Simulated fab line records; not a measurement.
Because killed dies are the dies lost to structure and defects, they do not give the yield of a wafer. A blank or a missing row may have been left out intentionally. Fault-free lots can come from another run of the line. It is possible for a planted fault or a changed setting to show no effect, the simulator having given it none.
Chamber matching    flow gf180mcu    cmp-02 running GF_STI_CMP_25: 4 sister chambers
The step polishes, stops on Si3N4, t overpolish 33 s, target thk 524.6 nm. 4 wafers are shown with their chamber, then 11 later ones without.

WAFERS, EACH WITH ITS CHAMBER
wafer   chamber  motor current A (A)
L693.6  0        10.7
L694.1  1        11.9
L694.6  2        12.3
L697.1  3        13.0

WAFERS WHOSE CHAMBER IS MISSING
wafer   motor current A (A)
L697.4  12.6
L697.6  12.5
L699.1  12.4
L699.2  10.9
L699.5  11.1
L701.3  12.1
L701.4  12.8
L701.6  11.2
L703.1  11.6
L703.2  12.2
L703.6  12.8

WHICH CHAMBER EACH ONE RAN IN
wafer   from the rows above           in truth
L697.4  can't be placed: 2 or 3 or 1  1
L697.6  can't be placed: 2 or 3 or 1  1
L699.1  can't be placed: 2 or 1 or 3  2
L699.2  0                             0
L699.5  can't be placed: 0 or 1       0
L701.3  can't be placed: 1 or 2       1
L701.4  can't be placed: 3 or 2       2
L701.6  can't be placed: 0 or 1       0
L703.1  can't be placed: 1 or 2       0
L703.2  can't be placed: 2 or 1       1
L703.6  can't be placed: 3 or 2       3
Correct placement for 1 of the 11. Can't be placed from these rows: 10 (the true chamber is among the candidates in 9). Placed wrongly: 0.
How it was worked out, from the rows above alone: a wafer's distance from a chamber is the root of the sum, over the readings, of the square of ((its reading less the chamber's mean) divided by the reading's scatter). If the next closest chamber is less than 2 further off than the closest, the wafer can't be placed; otherwise it belongs to the closest. A chamber's mean is the mean of its shown wafers. The scatter: with one shown wafer a chamber, the root of the mean of the squares of how far each hidden wafer lies from its nearest shown one.
